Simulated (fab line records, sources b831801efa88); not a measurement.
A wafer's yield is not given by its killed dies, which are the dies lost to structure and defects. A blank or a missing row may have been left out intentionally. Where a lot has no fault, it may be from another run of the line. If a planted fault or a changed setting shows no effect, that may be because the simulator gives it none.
Problem report in the 8D (eight disciplines) form, filled by code | flow gf180mcu | the parts of the form that need people (team, actions taken, sign-off) are left out

## 1. PROBLEM STATEMENT
Wafers with no fault read 100.0 W with a standard deviation of 0.34, whereas bias w at GF_V2_ETCH_16 reads a mean of 94.7 W on 1 wafer of 1 lot. Measured from the usual mean, that is -16 standard deviations.
The step: etches BARC in N2/H2.
First observed at day 24 17:43: wafer L191.2, on rie diel-03. The record holds 36 wafers of 12 lots with a number at this step. The rule behind "out" and "out of limits": a value lying over 4 standard deviations away from the usual mean. All remaining wafers that have a number are taken as sound.

## 2. WHAT THIS IS AND IS NOT
question                    | is                | is not
which readings at this step | bias w            | drypump motor current A, oes product au, throttle valve pct
which lots                  | L191              | L180, L181, L183, L184, L185, L186, L195, L196, L198, L201, L202
which wafers of those lots  | L191.2            | L191.4, L191.5
read on which tools         | rie diel-03       | rie diel-01, rie diel-04
when                        | from day 24 17:43 | up to then (20 sound wafers); but 15 sound wafers of L195, L196, L198, L201, L202 came after

## 3. SUSPECTS, AND WHAT RULES EACH OUT
Counting: any tool at a process step up to the reading remains a suspect provided it ran every lot that is out. Sound lots after the first of them don't rule it out here, since some wafers of a struck lot are sound.
- rie diel-03 at GF_V2_ETCH_16 (etches BARC in N2/H2): kept. L191, the lot that is out, went through it at day 24 17:43; up to then, the latest sound lot through it was L185 at day 22 19:23. Out on those wafers are its own readings of bias w.
- At GF_V2_ETCH_16, inside rie diel-03: chamber 1 took the wafers that are out, while their sound lot-mates went through chambers 0, 2.
The count leaves rie diel-03 at GF_V2_ETCH_16.

## 4. THE CAUSE (what the simulator had put in)
rie diel-03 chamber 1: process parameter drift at GF_V2_ETCH_16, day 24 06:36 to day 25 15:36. Setting bias w shifted by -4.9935 from 100. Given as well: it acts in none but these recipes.
After counting, this tool was the only one left.

## 5. THE CHAIN OF EFFECTS, in route order
Rows list readings where the struck wafers' mean (over those with a number) sits beyond 3 standard deviations from the usual. Readings are gone through only where the record gives a usual standard deviation; hours: the median, over the lots, of the time from a lot's start at the first step in this table giving one to that lot's start at this step; sigmas: the change measured in usual standard deviations.
hours | step          | reading | usual   | on struck wafers | change | sigmas
0     | GF_V2_ETCH_16 | bias w  | 100.0 W | 94.7             | -5.3   | -16
The process steps in it:
- GF_V2_ETCH_16: etches BARC in N2/H2.
Later steps that measure or inspect, where all struck wafers having a row at the step show a number for every such reading and not one has moved that far: GF_V3_THK_MEAS_03.

## 6. WHAT WOULD HAVE CAUGHT IT SOONER
First out-of-limits reading in this record: day 24 17:43, which is 11 hours after fault onset at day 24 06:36.
